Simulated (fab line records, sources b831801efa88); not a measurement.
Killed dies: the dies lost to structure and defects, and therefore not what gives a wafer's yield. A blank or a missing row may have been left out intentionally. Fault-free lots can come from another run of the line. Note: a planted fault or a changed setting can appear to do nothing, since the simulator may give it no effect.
2 desks looking at one fault / flow sfqLine / every desk sees just its own numbers, and what lay behind them comes last

FROM THE METROLOGY DESK
What the gauges read, lot by lot, whatever tool the lot ran on: means of the sampled wafers that have a number. Any lot whose mean is over 4 standard deviations away from the usual mean is out of limits and marked OUT; that distance is given in the brackets.
Columns: A = R5_MONX_THK at SFQ_R5_THK_MEAS_934, usual 39.6 nm; B = R5_OVL at SFQ_R5_OVL_MEAS_935, usual 2 nm; C = I5_OVL at SFQ_I5_OVL_MEAS_936, usual -2 nm; D = C5_OVL at SFQ_C5_OVL_MEAS_937, usual -1 nm
lot=L452; first seen here=day 61 09:22; A=39.3; B=2; C=-5; D=-4
lot=L459; first seen here=day 63 02:53; A=40.0; B=-3; C=-1; D=1
lot=L466; first seen here=day 69 01:27; A=39.5; B=1; C=1; D=-8
lot=L467; first seen here=day 69 03:50; A=40.2; B=-5; C=1; D=3
lot=L472; first seen here=day 74 07:19; A=39.0; B=10; C=-4; D=4
This desk's verdict: no lot among the 5 shows anything out of limits.

FOR THE TOOL OWNER'S DESK: pecvd-02
The tool's own readings at SFQ_TRILAYER_A5C_DEP_PECVD_142 (deposits SiO2 from SiH4/N2O, time 15.556 s, target thk 70 nm): means of the sampled wafers that have a number, for each lot that ran on this tool. Any lot whose mean is over 4 standard deviations away from the usual mean is out of limits and marked OUT; that distance is given in the brackets.
Columns: A = chamberPressureTorr at SFQ_TRILAYER_A5C_DEP_PECVD_142, usual 2.400 Torr; B = heaterPowerW at SFQ_TRILAYER_A5C_DEP_PECVD_142, usual 77 W; C = susceptorTempC at SFQ_TRILAYER_A5C_DEP_PECVD_142, usual 150.00 C; D = throttleValvePct at SFQ_TRILAYER_A5C_DEP_PECVD_142, usual 25.2 %
lot=L459; first seen here=day 68 17:04; A=2.390; B=89; C=150.22; D=24.3
lot=L467; first seen here=day 74 00:14; A=2.404; B=90; C=150.00; D=24.5
This desk's verdict: no lot among the 2 shows anything out of limits.

BROUGHT TOGETHER
Metrology desk: nothing out of limits seen.
Nothing out of limits was seen by the tool owner's desk.

WHAT THE SIMULATOR HAD PUT IN
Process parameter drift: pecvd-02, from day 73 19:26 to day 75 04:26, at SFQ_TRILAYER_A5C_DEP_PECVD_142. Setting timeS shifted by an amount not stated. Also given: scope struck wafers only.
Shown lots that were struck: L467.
